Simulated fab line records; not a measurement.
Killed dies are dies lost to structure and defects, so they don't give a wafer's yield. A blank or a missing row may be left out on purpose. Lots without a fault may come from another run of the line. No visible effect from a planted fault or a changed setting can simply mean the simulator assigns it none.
Chamber matching	flow gf180mcu	4 sister chambers for GF_V1_ETCH_16 on rie diel-02
The step etches BARC in N2/H2. 4 wafers are shown with their chamber, then 8 later ones without.

WAFERS, EACH WITH ITS CHAMBER
wafer	chamber	drypump motor current A (A)
L814.4	1	5.0
L814.5	2	5.8
L814.6	3	5.5
L816.2	0	5.6

WAFERS WITHOUT THEIR CHAMBER
wafer	drypump motor current A (A)
L816.3	5.8
L816.6	5.7
L821.1	5.0
L821.4	5.6
L821.5	5.5
L822.1	5.8
L822.2	5.6
L822.6	5.8

THE CHAMBER EACH PASSED THROUGH
wafer	from the rows above	in truth
L816.3	2	2
L816.6	can't be placed: 2 or 0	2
L821.1	1	1
L821.4	0	0
L821.5	3	3
L822.1	2	2
L822.2	0	0
L822.6	2	2
Correct placement for 7 of the 8. These rows do not allow placing 1 (true chamber among the candidates in 1). Number placed wrongly: 0.
How it was worked out, from the rows above alone: a wafer's distance from a chamber is the root of the sum, over the readings, of the square of ((its reading less the chamber's mean) divided by the reading's scatter). The wafer belongs to the nearest chamber; if the next one is less than 2 further off, it can't be placed. The mean given for a chamber averages the wafers shown for that chamber. The scatter: with one shown wafer a chamber, the root of the mean of the squares of how far each hidden wafer lies from its nearest shown one.
